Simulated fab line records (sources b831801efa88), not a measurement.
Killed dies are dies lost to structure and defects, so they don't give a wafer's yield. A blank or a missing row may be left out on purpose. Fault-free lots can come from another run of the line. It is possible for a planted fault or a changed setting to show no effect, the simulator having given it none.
2 desks, one fault    flow sky130    each desk holds nothing but its own numbers, with what lay behind them at the end

== FROM THE METROLOGY DESK ==
What the gauges read, lot by lot, whatever tool the lot ran on: means of the sampled wafers that have a number. A lot is out of limits, marked OUT, if its mean lies more than 4 standard deviations from the usual mean; the brackets give that distance.
Columns: A = LI_CONTACT_OVL at SKY_LI_CONTACT_OVL_MEAS_13, usual 0 nm
lot   first seen here  A
L314  day 28 22:43     -3
L316  day 29 22:28     4
L317  day 30 04:52     -3
L318  day 30 14:05     0
L323  day 32 08:07     -1
L327  day 33 10:22     1
L329  day 33 22:34     1
L332  day 34 22:50     11
L334  day 35 13:37     -1
L335  day 35 19:02     -2
L336  day 36 03:58     5
L337  day 36 05:43     2
This desk's verdict: no lot among the 12 shows anything out of limits.

== AT THE TOOL OWNER'S DESK: litho-track-04 ==
The tool's own readings at SKY_CONTACT_COAT_08 (resist thk 60 nm): means of the sampled wafers that have a number, for each lot that ran on this tool. A lot is out of limits, marked OUT, if its mean lies more than 4 standard deviations from the usual mean; the brackets give that distance.
Columns: A = spin-speed-rpm at SKY_CONTACT_COAT_08, usual 2999.7 rpm
lot   first seen here  A
L314  day 30 18:24     2998.0
L329  day 35 16:12     2999.8
L332  day 36 15:51     2520.7 (-99 or more) OUT
L334  day 37 07:54     2524.1 (-99 or more) OUT
L335  day 37 12:00     2525.4 (-99 or more) OUT
Finding of this desk: L332, L334, L335 out of limits; the first was L332 at day 36 15:51, on spin-speed-rpm at SKY_CONTACT_COAT_08. L314, L329: within limits.

== PUT TOGETHER ==
On L332, L334, L335, at day 36 15:51, an alarm was possible from the tool owner's desk.
Nothing out of limits was seen by the metrology desk.
The metrology desk has L332, L334, L335 on record, within its limits.
SKY_CONTACT_COAT_08 was run on litho-track-04 by each of the lots named.

== WHAT WAS PUT IN BY THE SIMULATOR ==
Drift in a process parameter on litho-track-04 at SKY_CONTACT_COAT_08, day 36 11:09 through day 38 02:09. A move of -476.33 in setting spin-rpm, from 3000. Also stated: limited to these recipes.
Lots struck among those shown: L332, L334, L335.
Each desk's first reading out of limits, in hours after the fault started: the tool owner's desk, 5.
